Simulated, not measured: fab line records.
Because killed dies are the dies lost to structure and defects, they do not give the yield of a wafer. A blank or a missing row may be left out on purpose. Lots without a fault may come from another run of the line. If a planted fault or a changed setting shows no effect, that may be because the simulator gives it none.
Comparing a struck lot with a sound one | flow sky130 | 15 out of 708 route steps
Sound: these wafers, L231.2, L231.3, L231.5. Wafers struck: L232.1, L232.2, L232.4. The cause is given at the end.
Each step with rows lists, per side, the tool, then ch with its chambers, then its first start. Under that, the readings that differ: sound wafers | struck wafers | difference of the means | sigmas: that difference in standard deviations of wafers without a fault.
alike: readings whose means differ by less than 2 such deviations, and words and numbers that are the same on both sides. not compared: withheld readings, readings that some wafer has no value for, bounds like >300 that may hide the same value, and numbers for which the record gives no deviation and whose values overlap.
The two part at a step that has a row with sigmas, a row that says differs or no value, or rows on one side only. When numbers do not overlap yet have no deviation, they are printed without sigmas and do not part them. Lack of a reading on every wafer of one side parts them only where that side has two or more wafers.

SKY_VT_ADJUST_HVTR_OVL_MEAS_08:
  sound on overlay-02, day 14 01:16; struck on overlay-02, day 14 07:19
  alike: VT_ADJUST_HVTR_OVL
after that, 1 step had no rows for these wafers: SKY_VT_ADJUST_HVTR_IMPLANT_09.
SKY_VT_ADJUST_HVTR_STRIP_10: strips in O2/N2.
  sound on plasmaAsher-01 ch 0,1, day 14 01:27; struck on plasmaAsher-02 ch 0,1, day 14 07:29
  alike: drypumpMotorCurrentA, oesProductAu, stripTimeToEndpointS
  not compared: rfHoursCounterH
SKY_VT_ADJUST_HVTR_TW_MEAS_11:
  sound on filmMetro-04, day 14 01:34; struck on filmMetro-03, day 14 07:35
  alike: VT_ADJUST_HVTR_TW
then, 7 steps without rows for these wafers: SKY_VT_ADJUST_PCH_DEHYDRATE_00 (time 60 s); SKY_VT_ADJUST_PCH_HMDS_01 (prime time 60 s); SKY_VT_ADJUST_PCH_COAT_02 (resist thk 3000 nm); SKY_VT_ADJUST_PCH_SOFTBAKE_03; SKY_VT_ADJUST_PCH_EXPOSE_04 (exposes mask NWM, target cd 840 nm); SKY_VT_ADJUST_PCH_PEB_05; SKY_VT_ADJUST_PCH_DEVELOP_06 (develop time 60 s).
SKY_VT_ADJUST_PCH_OVL_MEAS_07:
  sound on overlay-02, day 15 06:24; struck on overlay-02, day 15 11:56
  alike: VT_ADJUST_PCH_OVL
SKY_VT_ADJUST_PCH_IMPLANT_08:
  struck on implanter-02, day 15 11:58; sound on implanter-04 ch 0, day 15 06:27
  no value came back on the struck wafers for beamEnergyKeV, beamOnS (s); on the sound wafers beamEnergyKeV reads 10.000 10.000 9.997
SKY_VT_ADJUST_PCH_STRIP_09: strips in O2/N2.
  sound on plasmaAsher-02 ch 0,1, day 15 06:35; struck on plasmaAsher-02 ch 0,1, day 15 12:07
  alike: drypumpMotorCurrentA, oesProductAu, stripTimeToEndpointS
  not compared: rfHoursCounterH
SKY_VT_ADJUST_PCH_TW_MEAS_10:
  sound on filmMetro-02, day 15 06:41; struck on filmMetro-02, day 15 12:13
reading          | sound             | struck         | difference | sigmas
VT_ADJUST_PCH_TW | 141.2 140.8 139.8 | 29.6 29.5 29.6 | -111.0     | -85

== WHERE THEY PART ==
Earliest at SKY_VT_ADJUST_PCH_IMPLANT_08; latest, in this record, at SKY_VT_ADJUST_PCH_TW_MEAS_10.

WHY: what had been put in by the simulator
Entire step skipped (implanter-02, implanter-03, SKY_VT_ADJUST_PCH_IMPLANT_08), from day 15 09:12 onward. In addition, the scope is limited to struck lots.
